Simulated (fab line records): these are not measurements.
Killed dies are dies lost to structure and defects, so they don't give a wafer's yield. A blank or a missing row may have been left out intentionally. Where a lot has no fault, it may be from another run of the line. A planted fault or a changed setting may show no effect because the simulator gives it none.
Which tool did it?	flow sky130	10 lots, 30 wafers sampled, at 5 steps of a route of 708

## WHAT THE GAUGES READ, wafer by wafer
SKY_VIA3_THK_MEAS_01.
lot	measured	on	VIA3_HDPCVD_THK (nm)
L407	day 38 09:22	film_metro-03	1613 1648 1624
L408	day 38 19:28	film_metro-04	1658 1630 1639
L409	day 39 07:24	film_metro-02	1628 1625 1620
L410	day 40 01:16	film_metro-04	1642 1644 1647
L411	day 40 01:01	film_metro-04	1663 1677 1670
L412	day 40 10:33	film_metro-04	1620 1625 1642
L413	day 40 12:09	film_metro-03	1614 1651 1644
L415	day 41 05:57	film_metro-02	2168 2179 1624
L425	day 44 03:38	film_metro-04	1609 1610 1628
L430	day 45 06:35	film_metro-04	1653 1646 1644

## WHICH TOOL RAN EACH LOT (tool, then ch and the chambers of the sampled wafers, then the start)
lot	SKY_METAL2_DESCUM_17	SKY_METAL3_SPUTTER_02	SKY_METAL3_STRIP_19	SKY_VIA3_HDPCVD_00
L407	rie_metal-01 ch 0,1, day 34 23:16	pvd_sputter-02, day 36 04:31	plasma_asher-04 ch 0,1, day 38 08:34	hdpcvd-01 ch 0,1,2, day 38 09:12
L408	rie_metal-04 ch 0,1, day 35 08:40	pvd_sputter-02, day 36 14:07	plasma_asher-02 ch 0,1, day 38 18:43	hdpcvd-01 ch 0,1, day 38 19:18
L409	rie_metal-02 ch 0,1, day 35 21:34	pvd_sputter-04, day 37 02:08	plasma_asher-02 ch 0,1, day 39 06:37	hdpcvd-02 ch 0,2, day 39 07:13
L410	rie_metal-01 ch 0,1, day 36 16:31	pvd_sputter-04, day 37 21:11	plasma_asher-02 ch 0,1, day 40 00:31	hdpcvd-01 ch 1,2, day 40 01:05
L411	rie_metal-04 ch 0,1, day 36 16:52	pvd_sputter-02, day 37 21:30	plasma_asher-03 ch 0,1, day 40 00:16	hdpcvd-01 ch 0,1, day 40 00:49
L412	rie_metal-02 ch 0,1, day 37 02:34	pvd_sputter-03, day 38 07:08	plasma_asher-02 ch 0,1, day 40 09:47	hdpcvd-01 ch 0,1,2, day 40 10:23
L413	rie_metal-02 ch 0,1, day 37 05:14	pvd_sputter-03, day 38 09:50	plasma_asher-04 ch 0,1, day 40 11:24	hdpcvd-01 ch 0,2, day 40 11:58
L415	rie_metal-02 ch 0,1, day 37 21:42	pvd_sputter-02, day 39 02:35	plasma_asher-04 ch 0,1, day 41 05:11	hdpcvd-01 ch 1,2, day 41 05:46
L425	rie_metal-02 ch 0,1, day 41 00:28	pvd_sputter-04, day 42 02:55	plasma_asher-02 ch 0,1, day 44 02:51	hdpcvd-02 ch 1,2, day 44 03:26
L430	rie_metal-04 ch 0,1, day 42 04:43	pvd_sputter-02, day 43 07:22	plasma_asher-03 ch 0,1, day 45 05:47	hdpcvd-01 ch 1,2, day 45 06:25
- SKY_METAL2_DESCUM_17: chemistry O2, time 8 s.
- SKY_METAL3_SPUTTER_02: material AlCu, target thk 735 nm, time 39.1 s.
- SKY_METAL3_STRIP_19: strips in O2/N2.
- SKY_VIA3_HDPCVD_00: deposits SiO2, target thk 1635 nm, time 272.5 s.

## AS READ BY THE TOOLS THEMSELVES (means over the sampled wafers that have a number; for cases with no such wafer, the mark the record gives instead)
SKY_METAL2_DESCUM_17.
lot	tool	drypump_motor_current_A (A)	oes_product_au (a.u.)
L407	rie_metal-01	5.1	0.996
L408	rie_metal-04	5.7	0.995
L409	rie_metal-02	5.9	0.993
L410	rie_metal-01	5.2	0.998
L411	rie_metal-04	5.7	0.993
L412	rie_metal-02	6.0	0.989
L413	rie_metal-02	5.9	0.990
L415	rie_metal-02	6.0	0.994
L425	rie_metal-02	5.9	0.993
L430	rie_metal-04	5.7	1.001

SKY_METAL3_SPUTTER_02.
lot	tool	cathode_dc_power_W (W)	throttle_valve_pct (%)
L407	pvd_sputter-02	10600	30.2
L408	pvd_sputter-02	10603	30.2
L409	pvd_sputter-04	10600	30.8
L410	pvd_sputter-04	10599	30.1
L411	pvd_sputter-02	10599	30.3
L412	pvd_sputter-03	10600	30.0
L413	pvd_sputter-03	10602	30.4
L415	pvd_sputter-02	10601	30.2
L425	pvd_sputter-04	10601	30.9
L430	pvd_sputter-02	10600	30.3

SKY_METAL3_STRIP_19.
lot	tool	drypump_motor_current_A (A)	oes_product_au (a.u.)	strip_time_to_endpoint_s (s)
L407	plasma_asher-04	5.9	0.506	6.58
L408	plasma_asher-02	6.0	0.501	6.43
L409	plasma_asher-02	6.3	0.500	6.41
L410	plasma_asher-02	6.0	0.498	6.37
L411	plasma_asher-03	5.7	0.504	6.43
L412	plasma_asher-02	6.3	0.494	6.44
L413	plasma_asher-04	5.9	0.499	6.46
L415	plasma_asher-04	5.9	0.500	6.42
L425	plasma_asher-02	6.2	0.501	6.48
L430	plasma_asher-03	6.0	0.503	6.60

## THE ANSWER, worked out from the rows above alone
Rule: what is usual is taken from the lots themselves. The widest of any qualifying gaps counts: lots, ordered by their means at a reading, are off when they make up no more than a third of the lots, leave a main group of 4 or more, and stand apart from it by 3 or more times the standard deviation of that group's means. A main group whose means are all the same, to the digits that the tables above print for the reading, isn't used. Also off: a lot with no number at a reading for which 4 or more lots have one. Where the step has rows for the other lots, those lots are counted as sound. The gauges are gone through in route order, then the tools' own readings, and for those a lot's mean is taken as printed above. At the first step where some lot is off, the reading lying furthest off is the one used; lots without a number count as furthest.
Off: L415, at SKY_VIA3_THK_MEAS_01 (VIA3_HDPCVD_THK). The main group: mean 1638 nm, standard deviation 15.
If a tool, at a process step before that reading, ran all the lots that are off and no sound lot after the first of them, it fits. Gauges at SKY_VIA3_THK_MEAS_01: tried the same way as those tools. This does not decide it: 2 tools fit, namely plasma_asher-04 at SKY_METAL3_STRIP_19 and film_metro-02 at SKY_VIA3_THK_MEAS_01.

## WHAT WAS PUT IN BY THE SIMULATOR
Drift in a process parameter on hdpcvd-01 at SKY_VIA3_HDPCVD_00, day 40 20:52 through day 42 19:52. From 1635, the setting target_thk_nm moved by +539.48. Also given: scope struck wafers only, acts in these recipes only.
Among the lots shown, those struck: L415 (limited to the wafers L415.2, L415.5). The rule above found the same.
